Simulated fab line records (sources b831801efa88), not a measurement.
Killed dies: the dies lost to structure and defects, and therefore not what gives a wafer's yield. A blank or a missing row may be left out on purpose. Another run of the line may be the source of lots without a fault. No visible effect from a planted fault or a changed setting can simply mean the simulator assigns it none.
Which tool did it? :: flow sky130 :: Sampling: 13 lots, 39 wafers, 4 of 708 route steps

== WHAT THE GAUGES READ, wafer by wafer ==
SKY_LDD_HVN_OVL_MEAS_07. Usual: LDD_HVN_OVL typically reads 0.6 nm, with standard deviation 1.4.
lot: L853
measured: day 20 21:43
on: overlay-02
LDD_HVN_OVL (nm): -1.3 1.2 -0.7
flag: 

lot: L856
measured: day 21 21:57
on: overlay-01
LDD_HVN_OVL (nm): 1.0 0.2 -0.4
flag: 

lot: L858
measured: day 22 15:28
on: overlay-02
LDD_HVN_OVL (nm): 2.9 -0.4 -0.3
flag: 

lot: L859
measured: day 22 21:23
on: overlay-02
LDD_HVN_OVL (nm): 3.2 1.1 2.4
flag: 

lot: L861
measured: day 23 08:50
on: overlay-02
LDD_HVN_OVL (nm): 0.2 -0.6 -0.7
flag: 

lot: L865
measured: day 25 02:02
on: overlay-02
LDD_HVN_OVL (nm): -1.6 0.0 0.0
flag: 

lot: L866
measured: day 25 00:31
on: overlay-02
LDD_HVN_OVL (nm): 1.2 -0.2 1.0
flag: 

lot: L867
measured: day 25 21:50
on: overlay-01
LDD_HVN_OVL (nm): 3.0 -0.4 0.1
flag: 

lot: L868
measured: day 26 04:38
on: overlay-01
LDD_HVN_OVL (nm): 1.5 4.1 2.7
flag: 

lot: L870
measured: day 26 17:02
on: overlay-01
LDD_HVN_OVL (nm): 0.9 1.2 1.9
flag: 

lot: L871
measured: day 27 03:04
on: overlay-01
LDD_HVN_OVL (nm): 1.9 2.5 2.1
flag: 

lot: L873
measured: day 27 16:55
on: overlay-01
LDD_HVN_OVL (nm): 4.0 2.0 3.0
flag: 

lot: L874
measured: day 27 19:35
on: overlay-02
LDD_HVN_OVL (nm): 0.4 0.4 -0.2
flag: 

== WHAT TOOL EACH LOT RAN ON (gives the tool, then ch and the chambers of the sampled wafers, and finally the start) ==
lot: L853
SKY_FIELD_ISO_WET_ETCH_18: wet_bench-01 ch 1, day 2 08:19
SKY_FIELD_ISO_CMP_27: cmp-02 ch 0,1,2, day 2 14:10
SKY_LDD_P_STRIP_10: plasma_asher-03 ch 0,1, day 19 15:32

lot: L856
SKY_FIELD_ISO_WET_ETCH_18: wet_bench-02 ch 2, day 2 20:28
SKY_FIELD_ISO_CMP_27: cmp-02 ch 0,1, day 3 05:32
SKY_LDD_P_STRIP_10: plasma_asher-02 ch 0,1, day 20 15:22

lot: L858
SKY_FIELD_ISO_WET_ETCH_18: wet_bench-01 ch 2, day 3 09:14
SKY_FIELD_ISO_CMP_27: cmp-01 ch 0,3, day 3 18:00
SKY_LDD_P_STRIP_10: plasma_asher-03 ch 0,1, day 21 08:56

lot: L859
SKY_FIELD_ISO_WET_ETCH_18: wet_bench-01 ch 0, day 3 13:35
SKY_FIELD_ISO_CMP_27: cmp-01 ch 0,3, day 3 20:29
SKY_LDD_P_STRIP_10: plasma_asher-04 ch 0,1, day 21 14:55

lot: L861
SKY_FIELD_ISO_WET_ETCH_18: wet_bench-03 ch 2, day 3 22:29
SKY_FIELD_ISO_CMP_27: cmp-01 ch 1,2,3, day 4 02:05
SKY_LDD_P_STRIP_10: plasma_asher-03 ch 0,1, day 22 02:22

lot: L865
SKY_FIELD_ISO_WET_ETCH_18: wet_bench-03 ch 1, day 4 21:02
SKY_FIELD_ISO_CMP_27: cmp-02 ch 0,1,3, day 5 00:13
SKY_LDD_P_STRIP_10: plasma_asher-02 ch 0,1, day 23 20:43

lot: L866
SKY_FIELD_ISO_WET_ETCH_18: wet_bench-03 ch 1, day 5 00:34
SKY_FIELD_ISO_CMP_27: cmp-02 ch 0,2, day 5 03:46
SKY_LDD_P_STRIP_10: plasma_asher-03 ch 0,1, day 23 19:25

lot: L867
SKY_FIELD_ISO_WET_ETCH_18: wet_bench-03 ch 3, day 5 06:01
SKY_FIELD_ISO_CMP_27: cmp-01 ch 0,1,3, day 5 13:47
SKY_LDD_P_STRIP_10: plasma_asher-02 ch 0,1, day 24 16:19

lot: L868
SKY_FIELD_ISO_WET_ETCH_18: wet_bench-02 ch 0, day 5 12:58
SKY_FIELD_ISO_CMP_27: cmp-02 ch 0,1,2, day 5 19:46
SKY_LDD_P_STRIP_10: plasma_asher-04 ch 0,1, day 24 23:13

lot: L870
SKY_FIELD_ISO_WET_ETCH_18: wet_bench-02 ch 0, day 5 21:05
SKY_FIELD_ISO_CMP_27: cmp-02 ch 0,2,3, day 6 06:07
SKY_LDD_P_STRIP_10: plasma_asher-03 ch 0,1, day 25 12:33

lot: L871
SKY_FIELD_ISO_WET_ETCH_18: wet_bench-01 ch 0, day 6 01:04
SKY_FIELD_ISO_CMP_27: cmp-02 ch 0,1,3, day 6 09:05
SKY_LDD_P_STRIP_10: plasma_asher-03 ch 0,1, day 25 21:52

lot: L873
SKY_FIELD_ISO_WET_ETCH_18: wet_bench-03 ch 1, day 6 14:19
SKY_FIELD_ISO_CMP_27: cmp-01 ch 0,1,3, day 6 19:13
SKY_LDD_P_STRIP_10: plasma_asher-04 ch 0,1, day 26 12:38

lot: L874
SKY_FIELD_ISO_WET_ETCH_18: wet_bench-02 ch 3, day 6 18:01
SKY_FIELD_ISO_CMP_27: cmp-01 ch 0,1,2, day 6 21:20
SKY_LDD_P_STRIP_10: plasma_asher-03 ch 0,1, day 26 15:05
- SKY_FIELD_ISO_WET_ETCH_18: etches Si3N4 in H3PO4, target depth 25 nm, time 286 s.
- SKY_FIELD_ISO_CMP_27: polishes, stops on Si3N4, t overpolish 16 s, target thk 457.8 nm.
- SKY_LDD_P_STRIP_10: strips in O2/N2.

== WHAT THE TOOLS THEMSELVES READ (means of the sampled wafers that have a number; where no wafer has one, the mark that the record gives instead) ==
SKY_FIELD_ISO_WET_ETCH_18. Usual: 312.5 s for run_length_s, sd 2.9.
lot: L853
tool: wet_bench-01
run_length_s (s): 311.9
flag: 

lot: L856
tool: wet_bench-02
run_length_s (s): 313.8
flag: 

lot: L858
tool: wet_bench-01
run_length_s (s): 337.7
flag: OFF

lot: L859
tool: wet_bench-01
run_length_s (s): 334.6
flag: OFF

lot: L861
tool: wet_bench-03
run_length_s (s): 310.9
flag: 

lot: L865
tool: wet_bench-03
run_length_s (s): 309.6
flag: 

lot: L866
tool: wet_bench-03
run_length_s (s): 309.4
flag: 

lot: L867
tool: wet_bench-03
run_length_s (s): 312.7
flag: 

lot: L868
tool: wet_bench-02
run_length_s (s): 312.7
flag: 

lot: L870
tool: wet_bench-02
run_length_s (s): 311.6
flag: 

lot: L871
tool: wet_bench-01
run_length_s (s): 309.6
flag: 

lot: L873
tool: wet_bench-03
run_length_s (s): 309.7
flag: 

lot: L874
tool: wet_bench-02
run_length_s (s): 312.0
flag: 

SKY_FIELD_ISO_CMP_27. Usual: head_pressure_psi 4.001 psi, standard deviation 0.009; motor_current_A 12.4 A, standard deviation 0.9; overpolish_run_s 16.000 s, standard deviation 0.009; time_to_endpoint_s 109 s, standard deviation 4.7.
lot: L853
tool: cmp-02
head_pressure_psi (psi): 4.003
motor_current_A (A): 12.5
overpolish_run_s (s): 16.008
time_to_endpoint_s (s): 108
flag: 

lot: L856
tool: cmp-02
head_pressure_psi (psi): 3.997
motor_current_A (A): 11.9
overpolish_run_s (s): 15.995
time_to_endpoint_s (s): 110
flag: 

lot: L858
tool: cmp-01
head_pressure_psi (psi): 4.000
motor_current_A (A): 11.9
overpolish_run_s (s): 15.995
time_to_endpoint_s (s): 113
flag: 

lot: L859
tool: cmp-01
head_pressure_psi (psi): 3.999
motor_current_A (A): 12.2
overpolish_run_s (s): 15.996
time_to_endpoint_s (s): 114
flag: 

lot: L861
tool: cmp-01
head_pressure_psi (psi): 3.999
motor_current_A (A): 12.0
overpolish_run_s (s): 16.000
time_to_endpoint_s (s): 110
flag: 

lot: L865
tool: cmp-02
head_pressure_psi (psi): 3.998
motor_current_A (A): 12.7
overpolish_run_s (s): 15.992
time_to_endpoint_s (s): 111
flag: 

lot: L866
tool: cmp-02
head_pressure_psi (psi): 3.996
motor_current_A (A): 12.5
overpolish_run_s (s): 15.996
time_to_endpoint_s (s): 100
flag: 

lot: L867
tool: cmp-01
head_pressure_psi (psi): 4.002
motor_current_A (A): 12.0
overpolish_run_s (s): 16.009
time_to_endpoint_s (s): 118
flag: 

lot: L868
tool: cmp-02
head_pressure_psi (psi): 4.000
motor_current_A (A): 12.3
overpolish_run_s (s): 15.998
time_to_endpoint_s (s): 106
flag: 

lot: L870
tool: cmp-02
head_pressure_psi (psi): 4.003
motor_current_A (A): 12.4
overpolish_run_s (s): 16.006
time_to_endpoint_s (s): 103
flag: 

lot: L871
tool: cmp-02
head_pressure_psi (psi): 4.002
motor_current_A (A): 12.7
overpolish_run_s (s): 15.997
time_to_endpoint_s (s): 104
flag: 

lot: L873
tool: cmp-01
head_pressure_psi (psi): 4.000
motor_current_A (A): 12.1
overpolish_run_s (s): 15.991
time_to_endpoint_s (s): 115
flag: 

lot: L874
tool: cmp-01
head_pressure_psi (psi): 4.009
motor_current_A (A): 12.0
overpolish_run_s (s): 15.999
time_to_endpoint_s (s): 116
flag: 

SKY_LDD_P_STRIP_10. Usual: drypump_motor_current_A 5.6 A, standard deviation 0.45; oes_product_au 0.716 a.u., standard deviation 0.0047; strip_time_to_endpoint_s 14.20 s, standard deviation 0.035.
lot: L853
tool: plasma_asher-03
drypump_motor_current_A (A): 5.9
oes_product_au (a.u.): 0.713
strip_time_to_endpoint_s (s): 14.18
flag: 

lot: L856
tool: plasma_asher-02
drypump_motor_current_A (A): 4.9
oes_product_au (a.u.): 0.712
strip_time_to_endpoint_s (s): 14.19
flag: 

lot: L858
tool: plasma_asher-03
drypump_motor_current_A (A): 5.6
oes_product_au (a.u.): 0.716
strip_time_to_endpoint_s (s): 14.24
flag: 

lot: L859
tool: plasma_asher-04
drypump_motor_current_A (A): 5.7
oes_product_au (a.u.): 0.718
strip_time_to_endpoint_s (s): 14.18
flag: 

lot: L861
tool: plasma_asher-03
drypump_motor_current_A (A): 5.9
oes_product_au (a.u.): 0.715
strip_time_to_endpoint_s (s): 14.18
flag: 

lot: L865
tool: plasma_asher-02
drypump_motor_current_A (A): 4.9
oes_product_au (a.u.): 0.716
strip_time_to_endpoint_s (s): 14.23
flag: 

lot: L866
tool: plasma_asher-03
drypump_motor_current_A (A): 5.9
oes_product_au (a.u.): 0.717
strip_time_to_endpoint_s (s): 14.19
flag: 

lot: L867
tool: plasma_asher-02
drypump_motor_current_A (A): 5.2
oes_product_au (a.u.): 0.719
strip_time_to_endpoint_s (s): 14.17
flag: 

lot: L868
tool: plasma_asher-04
drypump_motor_current_A (A): 5.7
oes_product_au (a.u.): 0.712
strip_time_to_endpoint_s (s): 14.16
flag: 

lot: L870
tool: plasma_asher-03
drypump_motor_current_A (A): 5.9
oes_product_au (a.u.): 0.717
strip_time_to_endpoint_s (s): 14.21
flag: 

lot: L871
tool: plasma_asher-03
drypump_motor_current_A (A): 5.9
oes_product_au (a.u.): 0.718
strip_time_to_endpoint_s (s): 14.19
flag: 

lot: L873
tool: plasma_asher-04
drypump_motor_current_A (A): 5.7
oes_product_au (a.u.): 0.718
strip_time_to_endpoint_s (s): 14.25
flag: 

lot: L874
tool: plasma_asher-03
drypump_motor_current_A (A): 5.6
oes_product_au (a.u.): 0.722
strip_time_to_endpoint_s (s): 14.23
flag: 

== THE ANSWER, worked out from the rows above alone ==
Rule: take the mean of a lot's wafers that have a number; if it is more than 3 standard deviations from the usual mean, the lot is off. A lot without any number at a reading at which 4 lots or more have one is off too. Any other lot the step has rows for is counted as sound. The gauges are gone through in route order, then the tools' own readings, and for those a lot's mean is taken as printed above. At the first step where some lot is off, the reading lying furthest off is the one used; lots without a number count as furthest.
Off: L858, L859 (SKY_FIELD_ISO_WET_ETCH_18, run_length_s).
If a tool, at that step or one of the process steps before it, ran each lot that is off and ran no sound lot following the first of them, it fits. No candidate that was tried fits.

== WHAT THE SIMULATOR PUT IN ==
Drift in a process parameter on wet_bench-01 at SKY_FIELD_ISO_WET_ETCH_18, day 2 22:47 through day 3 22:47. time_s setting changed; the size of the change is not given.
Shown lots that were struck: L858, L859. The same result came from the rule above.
